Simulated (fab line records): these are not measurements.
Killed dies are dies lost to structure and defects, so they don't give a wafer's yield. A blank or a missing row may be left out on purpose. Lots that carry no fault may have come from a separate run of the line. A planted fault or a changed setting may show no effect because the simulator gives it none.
Which tool did it? -- flow gf180mcu -- 15 lots with 45 wafers sampled at 3 steps, on a route of 602 steps

## WHAT THE GAUGES SHOWED, per wafer
GF_DNWELL_TW_MEAS_09. Usual: DNWELL_TW gives 1356 (standard deviation 17).
lot,measured,on,DNWELL_TW,flag
L610,day 2 19:58,filmMetro-02,1359 1360 1357,
L611,day 3 00:37,filmMetro-02,1353 1365 1359,
L612,day 3 05:32,filmMetro-03,1367 1375 1379,
L613,day 3 14:07,filmMetro-02,1367 1359 1372,
L616,day 4 07:04,filmMetro-01,1323 1326 1323,
L617,day 4 14:05,filmMetro-01,1341 1342 1340,
L619,day 4 20:23,filmMetro-03,1368 1369 1376,
L621,day 5 14:58,filmMetro-01,1335 1334 1342,
L622,day 5 15:40,filmMetro-01,1343 1340 1347,
L624,day 6 01:35,filmMetro-03,1364 1360 1364,
L625,day 6 08:57,filmMetro-03,1374 1371 1374,
L626,day 6 09:02,filmMetro-01,30 30 30 30 30 30,OFF
L627,day 6 14:36,filmMetro-02,31 31 31 31 31 31,OFF
L628,day 6 18:51,filmMetro-03,31 31 31 31 31 31,OFF
L633,day 7 23:17,filmMetro-03,1378 1369 1380,

GF_VT_IMPLANT_TW_MEAS_21. Usual: VT_IMPLANT_2_TW gives 1221 (standard deviation 13).
lot,measured,on,VT_IMPLANT_2_TW,flag
L610,day 6 04:55,filmMetro-02,1222 1223 1224,
L611,day 6 10:14,filmMetro-03,1246 1242 1239,
L612,day 6 18:02,filmMetro-03,1240 1238 1246,
L613,day 7 02:53,filmMetro-02,1226 1221 1216,
L616,day 7 20:52,filmMetro-03,1231 1231 1231,
L617,day 8 06:58,filmMetro-04,1207 1212 1208,
L619,day 8 13:28,filmMetro-04,1199 1200 1206,
L621,day 9 12:57,filmMetro-04,1207 1204 1198,
L622,day 9 14:35,filmMetro-02,1217 1216 1217,
L624,day 10 04:31,filmMetro-03,1233 1223 1226,
L625,day 10 11:53,filmMetro-04,1205 1199 1207,
L633,day 12 09:41,filmMetro-04,1206 1208 1211,

## WHICH TOOL RAN EACH LOT (tool, then ch and the chambers of the sampled wafers, then the start)
lot,GF_DNWELL_DEVELOP_06
L610,"lithoTrack-02 ch 0, day 2 19:00"
L611,"lithoTrack-04 ch 0, day 3 00:00"
L612,"lithoTrack-02 ch 0, day 3 05:00"
L613,"lithoTrack-04 ch 0, day 3 13:00"
L616,"lithoTrack-02 ch 0, day 4 06:00"
L617,"lithoTrack-04 ch 0, day 4 13:00"
L619,"lithoTrack-01 ch 0, day 4 19:00"
L621,"lithoTrack-02 ch 0, day 5 14:00"
L622,"lithoTrack-01 ch 0, day 5 15:00"
L624,"lithoTrack-04 ch 0, day 6 01:00"
L625,"lithoTrack-04 ch 0, day 6 08:00"
L626,"lithoTrack-02, day 6 08:00"
L627,"lithoTrack-04, day 6 14:00"
L628,"lithoTrack-04, day 6 18:00"
L633,"lithoTrack-02 ch 0, day 7 22:00"
- GF_DNWELL_DEVELOP_06: develop time 61.66 s.

## WHAT THE TOOLS THEMSELVES READ (means of the sampled wafers that have a number; where no wafer has one, the mark that the record gives instead)
GF_DNWELL_DEVELOP_06. Usual: chillPlateTempC 23.00 C, standard deviation 0.11; developerTempC 23.02 C, standard deviation 0.1; exhaustPa 45.1 Pa, standard deviation 0.82.
lot,tool,chillPlateTempC (C),developerTempC (C),exhaustPa (Pa),flag
L610,lithoTrack-02,23.04,22.99,46.6,
L611,lithoTrack-04,23.01,22.93,45.4,
L612,lithoTrack-02,23.11,23.16,45.2,
L613,lithoTrack-04,23.05,22.99,45.1,
L616,lithoTrack-02,22.94,23.13,44.6,
L617,lithoTrack-04,22.88,23.10,45.3,
L619,lithoTrack-01,22.94,22.99,45.7,
L621,lithoTrack-02,23.12,23.12,45.2,
L622,lithoTrack-01,23.04,22.88,44.9,
L624,lithoTrack-04,22.95,23.07,45.3,
L625,lithoTrack-04,22.81,23.05,45.8,
L626,lithoTrack-02,-,-,-,OFF
L627,lithoTrack-04,-,-,-,OFF
L628,lithoTrack-04,-,-,-,OFF
L633,lithoTrack-02,22.91,23.05,45.2,

## THE ANSWER, worked out from the rows above alone
Rule: a lot is off if the mean of its wafers that have a number lies more than 3 standard deviations from the usual mean. A lot without any number at a reading at which 4 lots or more have one is off too. Any other lot the step has rows for is counted as sound. First the gauges in route order, then the tools' own readings, where a lot's mean is used as printed above. At the first step where some lot is off, the reading lying furthest off is the one used; lots without a number count as furthest.
Off: L626, L627, L628, seen at GF_DNWELL_TW_MEAS_09 (DNWELL_TW).
A tool fits if, at a process step before that reading, it ran every lot that is off, and no sound lot after the first of them. Not tried: the gauges at GF_DNWELL_TW_MEAS_09; whatever is off there is also off at GF_DNWELL_DEVELOP_06, on other tools, and gauge error can't account for it. Of those tried, none fits.

## WHAT THE SIMULATOR HAD PUT IN
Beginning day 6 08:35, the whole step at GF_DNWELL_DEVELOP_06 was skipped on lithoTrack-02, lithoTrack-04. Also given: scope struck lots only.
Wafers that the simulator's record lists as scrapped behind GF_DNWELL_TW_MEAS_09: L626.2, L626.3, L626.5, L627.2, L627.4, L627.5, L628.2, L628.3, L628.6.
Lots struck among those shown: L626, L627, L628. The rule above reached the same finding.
